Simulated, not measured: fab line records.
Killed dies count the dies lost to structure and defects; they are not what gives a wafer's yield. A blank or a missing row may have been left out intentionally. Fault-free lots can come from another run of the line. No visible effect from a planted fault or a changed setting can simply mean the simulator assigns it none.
fab line records / flow sky130
record: lots: 14 wafers: 42 last-day: 50
route steps=708 shown METAL3@567 VIA3@584 METAL4@598
lots untouched by any fault: they come from a run of this same line in which no faults occurred
start-h: hours from the record's opening day to when the first of the lot's shown wafers began / wait-h: how many hours have passed since the lot's step before this one / " repeats the value in the row above / L1.1+2: several wafers, shown together as one row / - no value present, or no start provided / * or withheld: withheld / < > ~ a bound
route shown NAME@n: NAME is a module with steps in the file, n the number in the route of the first one / usual: the fault-free wafers' mean and standard deviation / same: alike in all rows / chamber/n: place in a boat / sites: readings site by site / _std_site: their standard deviation / _edge_site: mean of outer sites minus mean of inner sites / radius-mm: how far each site lies from the wafer's centre / mask NAME#n: copy n / behind: tool/chamber where the wafer was last shaped / hold: reason for holding the lot/hours on hold/outcome of the hold / device: transistor that didn't switch, given as n, p or np / end of line: at the end of the route, the tests of the same wafers / where a step has no rows: the recipe by itself / killed: the dies lost at the first sort to structure and to defects; this is not the yield of the wafer / map: dies across one wafer; x = killed, . = not, _ = none there
set.NAME: the setting the step ran with; set.NAME@STEP: the setting that earlier step ran with / model.NAME: the simulator's own value behind a step, which no gauge read
one table for each step of the route and one row for each wafer, over a sample of lots
services: a tool's chamber out of use, with start hour (start-h, from the record's first day; less than 0 if before it), hours out, and reason
== steps ==
step: SKY_METAL3_ETCH_17
recipe: target: SiO2 stop-on: TiN chemistry: C4F8/O2/Ar source-w: 1500 bias-w: 1200 pressure-mtorr: 40 c4f8-flow-sccm: withheld O2_flow_sccm: 6 Ar_flow_sccm: 300 time-s: 3.9 target-depth-a: 150
usual: oes-product-au: 0.754/0.0072
lot.wafer=L826.1 tool=rie-diel-04 chamber=2 start-h=886.76 wait-h=0.1 oes-product-au=0.759 rf-hours-counter-h=6
lot.wafer=L826.2 tool=rie-diel-04 chamber=3 start-h=886.76 wait-h=0.1 oes-product-au=0.756 rf-hours-counter-h=5
lot.wafer=L826.4 tool=rie-diel-04 chamber=1 start-h=886.76 wait-h=0.1 oes-product-au=0.758 rf-hours-counter-h=9
lot.wafer=L827.3 tool=rie-diel-04 chamber=2 start-h=900.61 wait-h=0.0 oes-product-au=0.750 rf-hours-counter-h=6
lot.wafer=L827.5 tool=rie-diel-04 chamber=3 start-h=900.61 wait-h=0.0 oes-product-au=0.760 rf-hours-counter-h=-
lot.wafer=L827.6 tool=rie-diel-04 chamber=2 start-h=900.61 wait-h=0.0 oes-product-au=0.765 rf-hours-counter-h=-
lot.wafer=L829.2 tool=rie-diel-04 chamber=1 start-h=913.96 wait-h=0.1 oes-product-au=0.740 rf-hours-counter-h=10
lot.wafer=L829.3 tool=rie-diel-04 chamber=3 start-h=913.96 wait-h=0.1 oes-product-au=0.745 rf-hours-counter-h=6
lot.wafer=L829.6 tool=rie-diel-04 chamber=1 start-h=913.96 wait-h=0.1 oes-product-au=0.749 rf-hours-counter-h=-
lot.wafer=L830.3 tool=rie-diel-03 chamber=0 start-h=931.58 wait-h=0.0 oes-product-au=0.749 rf-hours-counter-h=18
lot.wafer=L830.5 tool=rie-diel-03 chamber=2 start-h=931.58 wait-h=0.0 oes-product-au=0.757 rf-hours-counter-h=-
lot.wafer=L830.6 tool=rie-diel-03 chamber=3 start-h=931.58 wait-h=0.0 oes-product-au=0.758 rf-hours-counter-h=-
lot.wafer=L835.2 tool=rie-diel-04 chamber=1 start-h=979.57 wait-h=0.1 oes-product-au=0.738 rf-hours-counter-h=12
lot.wafer=L835.3 tool=rie-diel-04 chamber=0 start-h=979.57 wait-h=0.1 oes-product-au=0.756 rf-hours-counter-h=18
lot.wafer=L835.4 tool=rie-diel-04 chamber=2 start-h=979.57 wait-h=0.1 oes-product-au=0.764 rf-hours-counter-h=8
lot.wafer=L836.2 tool=rie-diel-03 chamber=2 start-h=980.76 wait-h=0.1 oes-product-au=0.745 rf-hours-counter-h=28
lot.wafer=L836.5 tool=rie-diel-03 chamber=2 start-h=980.76 wait-h=0.1 oes-product-au=0.768 rf-hours-counter-h=-
lot.wafer=L836.6 tool=rie-diel-03 chamber=1 start-h=980.76 wait-h=0.1 oes-product-au=0.769 rf-hours-counter-h=-
lot.wafer=L837.3 tool=rie-diel-02 chamber=0 start-h=983.26 wait-h=0.0 oes-product-au=0.750 rf-hours-counter-h=11
lot.wafer=L837.4 tool=rie-diel-02 chamber=3 start-h=983.26 wait-h=0.0 oes-product-au=0.758 rf-hours-counter-h=14
lot.wafer=L837.5 tool=rie-diel-02 chamber=1 start-h=983.26 wait-h=0.0 oes-product-au=0.764 rf-hours-counter-h=-
lot.wafer=L838.2 tool=rie-diel-03 chamber=1 start-h=997.01 wait-h=0.1 oes-product-au=0.758 rf-hours-counter-h=29
lot.wafer=L838.4 tool=rie-diel-03 chamber=0 start-h=997.01 wait-h=0.1 oes-product-au=0.749 rf-hours-counter-h=20
lot.wafer=L838.6 tool=rie-diel-03 chamber=2 start-h=997.01 wait-h=0.1 oes-product-au=0.748 rf-hours-counter-h=-
lot.wafer=L840.3 tool=rie-diel-03 chamber=0 start-h=1019.76 wait-h=0.0 oes-product-au=0.749 rf-hours-counter-h=21
lot.wafer=L840.5 tool=rie-diel-03 chamber=0 start-h=1019.76 wait-h=0.0 oes-product-au=0.768 rf-hours-counter-h=-
lot.wafer=L840.6 tool=rie-diel-03 chamber=3 start-h=1019.76 wait-h=0.0 oes-product-au=0.752 rf-hours-counter-h=-
lot.wafer=L841.3 tool=rie-diel-04 chamber=3 start-h=1024.48 wait-h=0.0 oes-product-au=0.750 rf-hours-counter-h=9
lot.wafer=L841.5 tool=rie-diel-04 chamber=2 start-h=1024.48 wait-h=0.0 oes-product-au=0.758 rf-hours-counter-h=-
lot.wafer=L841.6 tool=rie-diel-04 chamber=1 start-h=1024.48 wait-h=0.0 oes-product-au=0.754 rf-hours-counter-h=-
lot.wafer=L842.1 tool=rie-diel-02 chamber=2 start-h=1025.62 wait-h=0.1 oes-product-au=0.757 rf-hours-counter-h=21
lot.wafer=L842.4 tool=rie-diel-02 chamber=3 start-h=1025.62 wait-h=0.1 oes-product-au=0.755 rf-hours-counter-h=15
lot.wafer=L842.5 tool=rie-diel-02 chamber=2 start-h=1025.62 wait-h=0.1 oes-product-au=0.761 rf-hours-counter-h=-
lot.wafer=L847.2 tool=rie-diel-03 chamber=3 start-h=1057.96 wait-h=0.1 oes-product-au=0.753 rf-hours-counter-h=21
lot.wafer=L847.3 tool=rie-diel-03 chamber=1 start-h=1057.96 wait-h=0.1 oes-product-au=0.762 rf-hours-counter-h=31
lot.wafer=L847.5 tool=rie-diel-03 chamber=1 start-h=1057.96 wait-h=0.1 oes-product-au=0.761 rf-hours-counter-h=-
lot.wafer=L848.1 tool=rie-diel-04 chamber=0 start-h=1058.82 wait-h=0.1 oes-product-au=0.742 rf-hours-counter-h=20
lot.wafer=L848.3 tool=rie-diel-04 chamber=3 start-h=1058.82 wait-h=0.1 oes-product-au=0.764 rf-hours-counter-h=10
lot.wafer=L848.4 tool=rie-diel-04 chamber=1 start-h=1058.82 wait-h=0.1 oes-product-au=0.762 rf-hours-counter-h=14
lot.wafer=L849.1 tool=rie-diel-02 chamber=2 start-h=1068.83 wait-h=0.1 oes-product-au=0.746 rf-hours-counter-h=22
lot.wafer=L849.2 tool=rie-diel-02 chamber=0 start-h=1068.83 wait-h=0.1 oes-product-au=0.743 rf-hours-counter-h=13
lot.wafer=L849.5 tool=rie-diel-02 chamber=0 start-h=1068.83 wait-h=0.1 oes-product-au=0.751 rf-hours-counter-h=-
step: SKY_VIA3_DEVELOP_11
recipe: develop-time-s: 60 resist: KrF-thick dev-temp-c: 21
usual: chill-plate-temp-C: 23.00/0.11 develop-time-s: 60/0
lot.wafer=L826.1 tool=litho-track-02 chamber=0 start-h=913 wait-h=- chill-plate-temp-C=22.89 develop-time-s=60
lot.wafer=L826.2 tool=litho-track-02 chamber=0 start-h=913 wait-h=- chill-plate-temp-C=22.81 develop-time-s=60
lot.wafer=L826.4 tool=litho-track-02 chamber=0 start-h=913 wait-h=- chill-plate-temp-C=22.91 develop-time-s=60
lot.wafer=L827.3 tool=litho-track-03 chamber=0 start-h=927 wait-h=- chill-plate-temp-C=22.90 develop-time-s=60
lot.wafer=L827.5 tool=litho-track-03 chamber=0 start-h=927 wait-h=- chill-plate-temp-C=23.18 develop-time-s=60
lot.wafer=L827.6 tool=litho-track-03 chamber=0 start-h=927 wait-h=- chill-plate-temp-C=22.87 develop-time-s=60
lot.wafer=L829.2 tool=litho-track-04 chamber=0 start-h=939 wait-h=- chill-plate-temp-C=22.89 develop-time-s=60
lot.wafer=L829.3 tool=litho-track-04 chamber=0 start-h=939 wait-h=- chill-plate-temp-C=23.03 develop-time-s=60
lot.wafer=L829.6 tool=litho-track-04 chamber=0 start-h=939 wait-h=- chill-plate-temp-C=23.22 develop-time-s=60
lot.wafer=L830.3 tool=litho-track-04 chamber=0 start-h=957 wait-h=- chill-plate-temp-C=23.11 develop-time-s=60
lot.wafer=L830.5 tool=litho-track-04 chamber=0 start-h=958 wait-h=- chill-plate-temp-C=23.28 develop-time-s=60
lot.wafer=L830.6 tool=litho-track-04 chamber=0 start-h=958 wait-h=- chill-plate-temp-C=22.90 develop-time-s=60
lot.wafer=L835.2 tool=litho-track-02 chamber=0 start-h=1003 wait-h=- chill-plate-temp-C=22.92 develop-time-s=60
lot.wafer=L835.3 tool=litho-track-02 chamber=0 start-h=1003 wait-h=- chill-plate-temp-C=23.00 develop-time-s=60
lot.wafer=L835.4 tool=litho-track-02 chamber=0 start-h=1003 wait-h=- chill-plate-temp-C=23.06 develop-time-s=60
lot.wafer=L836.2 tool=litho-track-02 chamber=0 start-h=1004 wait-h=- chill-plate-temp-C=23.00 develop-time-s=60
lot.wafer=L836.5 tool=litho-track-02 chamber=0 start-h=1004 wait-h=- chill-plate-temp-C=22.85 develop-time-s=60
lot.wafer=L836.6 tool=litho-track-02 chamber=0 start-h=1004 wait-h=- chill-plate-temp-C=22.78 develop-time-s=60
lot.wafer=L837.3 tool=litho-track-04 chamber=0 start-h=1007 wait-h=- chill-plate-temp-C=23.12 develop-time-s=60
lot.wafer=L837.4 tool=litho-track-04 chamber=0 start-h=1007 wait-h=- chill-plate-temp-C=22.91 develop-time-s=60
lot.wafer=L837.5 tool=litho-track-04 chamber=0 start-h=1007 wait-h=- chill-plate-temp-C=22.99 develop-time-s=60
lot.wafer=L838.2 tool=litho-track-02 chamber=0 start-h=1020 wait-h=- chill-plate-temp-C=22.91 develop-time-s=60
lot.wafer=L838.4 tool=litho-track-02 chamber=0 start-h=1020 wait-h=- chill-plate-temp-C=22.89 develop-time-s=60
lot.wafer=L838.6 tool=litho-track-02 chamber=0 start-h=1020 wait-h=- chill-plate-temp-C=23.03 develop-time-s=60
lot.wafer=L840.3 tool=litho-track-04 chamber=0 start-h=1043 wait-h=- chill-plate-temp-C=23.04 develop-time-s=60
lot.wafer=L840.5 tool=litho-track-04 chamber=0 start-h=1043 wait-h=- chill-plate-temp-C=23.26 develop-time-s=60
lot.wafer=L840.6 tool=litho-track-04 chamber=0 start-h=1043 wait-h=- chill-plate-temp-C=23.17 develop-time-s=60
lot.wafer=L841.3 tool=litho-track-03 chamber=- start-h=1047 wait-h=- chill-plate-temp-C=- develop-time-s=-
lot.wafer=L841.5 tool=litho-track-03 chamber=- start-h=1048 wait-h=- chill-plate-temp-C=- develop-time-s=-
lot.wafer=L841.6 tool=litho-track-03 chamber=- start-h=1048 wait-h=- chill-plate-temp-C=- develop-time-s=-
lot.wafer=L842.1 tool=litho-track-04 chamber=- start-h=1049 wait-h=- chill-plate-temp-C=- develop-time-s=-
lot.wafer=L842.4 tool=litho-track-04 chamber=- start-h=1049 wait-h=- chill-plate-temp-C=- develop-time-s=-
lot.wafer=L842.5 tool=litho-track-04 chamber=- start-h=1049 wait-h=- chill-plate-temp-C=- develop-time-s=-
lot.wafer=L847.2 tool=litho-track-04 chamber=0 start-h=1080 wait-h=- chill-plate-temp-C=23.08 develop-time-s=60
lot.wafer=L847.3 tool=litho-track-04 chamber=0 start-h=1080 wait-h=- chill-plate-temp-C=22.90 develop-time-s=60
lot.wafer=L847.5 tool=litho-track-04 chamber=0 start-h=1080 wait-h=- chill-plate-temp-C=23.01 develop-time-s=60
lot.wafer=L848.1 tool=litho-track-03 chamber=0 start-h=1081 wait-h=- chill-plate-temp-C=22.94 develop-time-s=60
lot.wafer=L848.3 tool=litho-track-03 chamber=0 start-h=1081 wait-h=- chill-plate-temp-C=22.92 develop-time-s=60
lot.wafer=L848.4 tool=litho-track-03 chamber=0 start-h=1081 wait-h=- chill-plate-temp-C=22.99 develop-time-s=60
lot.wafer=L849.1 tool=litho-track-02 chamber=0 start-h=1090 wait-h=- chill-plate-temp-C=23.21 develop-time-s=60
lot.wafer=L849.2 tool=litho-track-02 chamber=0 start-h=1090 wait-h=- chill-plate-temp-C=23.03 develop-time-s=60
lot.wafer=L849.5 tool=litho-track-02 chamber=0 start-h=1090 wait-h=- chill-plate-temp-C=23.03 develop-time-s=60
step: SKY_VIA3_OVL_MEAS_13
usual: VIA3_OVL: -2/5.7
lot.wafer=L826.1 tool=overlay-01 chamber=- start-h=913.91 wait-h=0.1 VIA3_OVL[nm]=-14
lot.wafer=L826.2 tool=overlay-01 chamber=- start-h=913.91 wait-h=0.1 VIA3_OVL[nm]=-8
lot.wafer=L826.4 tool=overlay-01 chamber=- start-h=913.91 wait-h=0.1 VIA3_OVL[nm]=-1
lot.wafer=L827.3 tool=overlay-01 chamber=- start-h=927.27 wait-h=0.1 VIA3_OVL[nm]=-10
lot.wafer=L827.5 tool=overlay-01 chamber=- start-h=927.27 wait-h=0.1 VIA3_OVL[nm]=-11
lot.wafer=L827.6 tool=overlay-01 chamber=- start-h=927.27 wait-h=0.1 VIA3_OVL[nm]=-3
lot.wafer=L829.2 tool=overlay-02 chamber=- start-h=940.12 wait-h=0.1 VIA3_OVL[nm]=-3
lot.wafer=L829.3 tool=overlay-02 chamber=- start-h=940.12 wait-h=0.1 VIA3_OVL[nm]=-11
lot.wafer=L829.6 tool=overlay-02 chamber=- start-h=940.12 wait-h=0.1 VIA3_OVL[nm]=0
lot.wafer=L830.3 tool=overlay-02 chamber=- start-h=958.22 wait-h=0.1 VIA3_OVL[nm]=-2
lot.wafer=L830.5 tool=overlay-02 chamber=- start-h=958.22 wait-h=0.1 VIA3_OVL[nm]=1
lot.wafer=L830.6 tool=overlay-02 chamber=- start-h=958.22 wait-h=0.1 VIA3_OVL[nm]=6
lot.wafer=L835.2 tool=overlay-01 chamber=- start-h=1003.91 wait-h=0.1 VIA3_OVL[nm]=-7
lot.wafer=L835.3 tool=overlay-01 chamber=- start-h=1003.91 wait-h=0.1 VIA3_OVL[nm]=-2
lot.wafer=L835.4 tool=overlay-01 chamber=- start-h=1003.91 wait-h=0.1 VIA3_OVL[nm]=-9
lot.wafer=L836.2 tool=overlay-02 chamber=- start-h=1004.86 wait-h=0.1 VIA3_OVL[nm]=-3
lot.wafer=L836.5 tool=overlay-02 chamber=- start-h=1004.86 wait-h=0.1 VIA3_OVL[nm]=-3
lot.wafer=L836.6 tool=overlay-02 chamber=- start-h=1004.86 wait-h=0.1 VIA3_OVL[nm]=3
lot.wafer=L837.3 tool=overlay-01 chamber=- start-h=1007.92 wait-h=0.1 VIA3_OVL[nm]=-5
lot.wafer=L837.4 tool=overlay-01 chamber=- start-h=1007.92 wait-h=0.1 VIA3_OVL[nm]=-1
lot.wafer=L837.5 tool=overlay-01 chamber=- start-h=1007.92 wait-h=0.1 VIA3_OVL[nm]=-1
lot.wafer=L838.2 tool=overlay-01 chamber=- start-h=1020.61 wait-h=0.1 VIA3_OVL[nm]=-2
lot.wafer=L838.4 tool=overlay-01 chamber=- start-h=1020.61 wait-h=0.1 VIA3_OVL[nm]=4
lot.wafer=L838.6 tool=overlay-01 chamber=- start-h=1020.61 wait-h=0.1 VIA3_OVL[nm]=-1
lot.wafer=L840.3 tool=overlay-02 chamber=- start-h=1043.27 wait-h=0.1 VIA3_OVL[nm]=4
lot.wafer=L840.5 tool=overlay-02 chamber=- start-h=1043.27 wait-h=0.1 VIA3_OVL[nm]=7
lot.wafer=L840.6 tool=overlay-02 chamber=- start-h=1043.27 wait-h=0.1 VIA3_OVL[nm]=2
lot.wafer=L841.3 tool=overlay-01 chamber=- start-h=1048.22 wait-h=0.1 VIA3_OVL[nm]=-
lot.wafer=L841.5 tool=overlay-01 chamber=- start-h=1048.22 wait-h=0.1 VIA3_OVL[nm]=-
lot.wafer=L841.6 tool=overlay-01 chamber=- start-h=1048.22 wait-h=0.1 VIA3_OVL[nm]=-
lot.wafer=L842.1 tool=overlay-01 chamber=- start-h=1049.31 wait-h=0.1 VIA3_OVL[nm]=-
lot.wafer=L842.4 tool=overlay-01 chamber=- start-h=1049.31 wait-h=0.1 VIA3_OVL[nm]=-
lot.wafer=L842.5 tool=overlay-01 chamber=- start-h=1049.31 wait-h=0.1 VIA3_OVL[nm]=-
lot.wafer=L847.2 tool=overlay-01 chamber=- start-h=1081.02 wait-h=0.1 VIA3_OVL[nm]=-8
lot.wafer=L847.3 tool=overlay-01 chamber=- start-h=1081.02 wait-h=0.1 VIA3_OVL[nm]=-3
lot.wafer=L847.5 tool=overlay-01 chamber=- start-h=1081.02 wait-h=0.1 VIA3_OVL[nm]=-8
lot.wafer=L848.1 tool=overlay-01 chamber=- start-h=1081.48 wait-h=0.1 VIA3_OVL[nm]=-12
lot.wafer=L848.3 tool=overlay-01 chamber=- start-h=1081.48 wait-h=0.1 VIA3_OVL[nm]=-6
lot.wafer=L848.4 tool=overlay-01 chamber=- start-h=1081.48 wait-h=0.1 VIA3_OVL[nm]=-1
lot.wafer=L849.1 tool=overlay-02 chamber=- start-h=1091.05 wait-h=0.1 VIA3_OVL[nm]=0
lot.wafer=L849.2 tool=overlay-02 chamber=- start-h=1091.05 wait-h=0.1 VIA3_OVL[nm]=-3
lot.wafer=L849.5 tool=overlay-02 chamber=- start-h=1091.05 wait-h=0.1 VIA3_OVL[nm]=-5
step: SKY_METAL4_SPUTTER_00
recipe: material: Ti target-thk-nm: 15 power-w: 3000 time-s: 10 chamber-pressure-pa: 0.4
usual: throttle-valve-pct: 29.8/1.1
lot.wafer=L826.1 tool=pvd-sputter-02 chamber=- start-h=915.31 wait-h=0.1 throttle-valve-pct=31.4
lot.wafer=L826.2 tool=pvd-sputter-02 chamber=- start-h=915.31 wait-h=0.1 throttle-valve-pct=29.7
lot.wafer=L826.4 tool=pvd-sputter-02 chamber=- start-h=915.31 wait-h=0.1 throttle-valve-pct=31.2
lot.wafer=L827.3 tool=pvd-sputter-02 chamber=- start-h=928.77 wait-h=0.1 throttle-valve-pct=31.4
lot.wafer=L827.5 tool=pvd-sputter-02 chamber=- start-h=928.77 wait-h=0.1 throttle-valve-pct=29.8
lot.wafer=L827.6 tool=pvd-sputter-02 chamber=- start-h=928.77 wait-h=0.1 throttle-valve-pct=31.1
lot.wafer=L829.2 tool=pvd-sputter-02 chamber=- start-h=941.67 wait-h=0.1 throttle-valve-pct=31.1
lot.wafer=L829.3 tool=pvd-sputter-02 chamber=- start-h=941.67 wait-h=0.1 throttle-valve-pct=31.2
lot.wafer=L829.6 tool=pvd-sputter-02 chamber=- start-h=941.67 wait-h=0.1 throttle-valve-pct=29.3
lot.wafer=L830.3 tool=pvd-sputter-02 chamber=- start-h=959.64 wait-h=0.2 throttle-valve-pct=29.6
lot.wafer=L830.5 tool=pvd-sputter-02 chamber=- start-h=959.64 wait-h=0.2 throttle-valve-pct=29.7
lot.wafer=L830.6 tool=pvd-sputter-02 chamber=- start-h=959.64 wait-h=0.2 throttle-valve-pct=29.3
lot.wafer=L835.2 tool=pvd-sputter-04 chamber=- start-h=1005.33 wait-h=0.1 throttle-valve-pct=30.7
lot.wafer=L835.3 tool=pvd-sputter-04 chamber=- start-h=1005.33 wait-h=0.1 throttle-valve-pct=30.1
lot.wafer=L835.4 tool=pvd-sputter-04 chamber=- start-h=1005.33 wait-h=0.1 throttle-valve-pct=28.2
lot.wafer=L836.2 tool=pvd-sputter-04 chamber=- start-h=1006.28 wait-h=0.1 throttle-valve-pct=30.2
lot.wafer=L836.5 tool=pvd-sputter-04 chamber=- start-h=1006.28 wait-h=0.1 throttle-valve-pct=28.8
lot.wafer=L836.6 tool=pvd-sputter-04 chamber=- start-h=1006.28 wait-h=0.1 throttle-valve-pct=28.1
lot.wafer=L837.3 tool=pvd-sputter-04 chamber=- start-h=1009.30 wait-h=0.1 throttle-valve-pct=28.9
lot.wafer=L837.4 tool=pvd-sputter-04 chamber=- start-h=1009.30 wait-h=0.1 throttle-valve-pct=30.4
lot.wafer=L837.5 tool=pvd-sputter-04 chamber=- start-h=1009.30 wait-h=0.1 throttle-valve-pct=28.5
lot.wafer=L838.2 tool=pvd-sputter-02 chamber=- start-h=1022.00 wait-h=0.1 throttle-valve-pct=31.3
lot.wafer=L838.4 tool=pvd-sputter-02 chamber=- start-h=1022.00 wait-h=0.1 throttle-valve-pct=30.0
lot.wafer=L838.6 tool=pvd-sputter-02 chamber=- start-h=1022.00 wait-h=0.1 throttle-valve-pct=29.6
lot.wafer=L840.3 tool=pvd-sputter-03 chamber=- start-h=1044.68 wait-h=0.1 throttle-valve-pct=30.2
lot.wafer=L840.5 tool=pvd-sputter-03 chamber=- start-h=1044.68 wait-h=0.1 throttle-valve-pct=29.0
lot.wafer=L840.6 tool=pvd-sputter-03 chamber=- start-h=1044.68 wait-h=0.1 throttle-valve-pct=28.7
lot.wafer=L847.2 tool=pvd-sputter-02 chamber=- start-h=1082.81 wait-h=0.1 throttle-valve-pct=29.7
lot.wafer=L847.3 tool=pvd-sputter-02 chamber=- start-h=1082.81 wait-h=0.1 throttle-valve-pct=31.2
lot.wafer=L847.5 tool=pvd-sputter-02 chamber=- start-h=1082.81 wait-h=0.1 throttle-valve-pct=31.3
lot.wafer=L848.1 tool=pvd-sputter-04 chamber=- start-h=1083.41 wait-h=0.1 throttle-valve-pct=28.7
lot.wafer=L848.3 tool=pvd-sputter-04 chamber=- start-h=1083.41 wait-h=0.1 throttle-valve-pct=31.2
lot.wafer=L848.4 tool=pvd-sputter-04 chamber=- start-h=1083.41 wait-h=0.1 throttle-valve-pct=28.4
lot.wafer=L849.1 tool=pvd-sputter-04 chamber=- start-h=1092.45 wait-h=0.2 throttle-valve-pct=30.7
lot.wafer=L849.2 tool=pvd-sputter-04 chamber=- start-h=1092.45 wait-h=0.2 throttle-valve-pct=30.4
lot.wafer=L849.5 tool=pvd-sputter-04 chamber=- start-h=1092.45 wait-h=0.2 throttle-valve-pct=28.7
== services ==
tool=pvd-sputter-02 chamber=- start-h=868.18 hours=2.4 kind=repair
tool=pvd-sputter-02 chamber=- start-h=880.20 hours=4.8 kind=repair
tool=pvd-sputter-04 chamber=- start-h=890.21 hours=0.9 kind=repair
tool=pvd-sputter-04 chamber=- start-h=890.26 hours=5.2 kind=repair
tool=pvd-sputter-04 chamber=- start-h=894.11 hours=5.4 kind=repair
tool=rie-diel-03 chamber=0 start-h=910.92 hours=5.7 kind=repair
tool=rie-diel-04 chamber=3 start-h=924.97 hours=5.6 kind=repair
tool=rie-diel-02 chamber=- start-h=929.36 hours=4.3 kind=pm
tool=pvd-sputter-02 chamber=- start-h=931.67 hours=1.4 kind=repair
tool=rie-diel-03 chamber=- start-h=932.45 hours=0.3 kind=repair
tool=pvd-sputter-04 chamber=- start-h=971.67 hours=4.9 kind=repair
tool=rie-diel-04 chamber=2 start-h=986.86 hours=9.6 kind=repair
tool=pvd-sputter-03 chamber=- start-h=989.26 hours=21.2 kind=repair
tool=rie-diel-02 chamber=0 start-h=1001.29 hours=13.4 kind=repair
tool=rie-diel-03 chamber=1 start-h=1058.74 hours=- kind=clean
tool=rie-diel-03 chamber=1 start-h=1058.74 hours=12.4 kind=scheduled-down
tool=rie-diel-03 chamber=1 start-h=1058.74 hours=12.4 kind=vent-cycle
tool=rie-diel-04 chamber=- start-h=1059.02 hours=2.8 kind=pm
tool=rie-diel-03 chamber=2 start-h=1072.83 hours=- kind=clean
tool=rie-diel-03 chamber=2 start-h=1072.83 hours=19.3 kind=scheduled-down
tool=rie-diel-03 chamber=2 start-h=1072.83 hours=19.3 kind=vent-cycle
tool=rie-diel-04 chamber=1 start-h=1080.43 hours=14.9 kind=repair
tool=rie-diel-02 chamber=0 start-h=1084.69 hours=6.1 kind=repair
tool=rie-diel-02 chamber=1 start-h=1087.51 hours=3.0 kind=repair
== key ==
first-sign: step: SKY_VIA3_DEVELOP_11 reading: tool-record direction: missing
effect none on later readings
met-at SKY_VIA3_DEVELOP_11
struck-lots L841,L842
later-rows-left-out L841.3,L841.5,L841.6,L842.1,L842.4,L842.5
sort-left-out L841.3,L841.5,L841.6,L842.1,L842.4,L842.5
not-acting-at SKY_METAL3_ETCH_17,SKY_VIA3_OVL_MEAS_13,SKY_METAL4_SPUTTER_00
onset-between 1043 1047
fault: kind: skipped-step-whole tool: litho-track-03,litho-track-04 chamber: - onset-h: 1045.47 steps: SKY_VIA3_DEVELOP_11 scope: struck-lots-only
sort-left-out: the simulated sort isn't trusted on such a fault, so these wafers' sort isn't shown, and their yield isn't known
later-rows-left-out: the simulator's readings of these wafers behind a module that went badly wrong aren't trusted and aren't shown, but for the sort
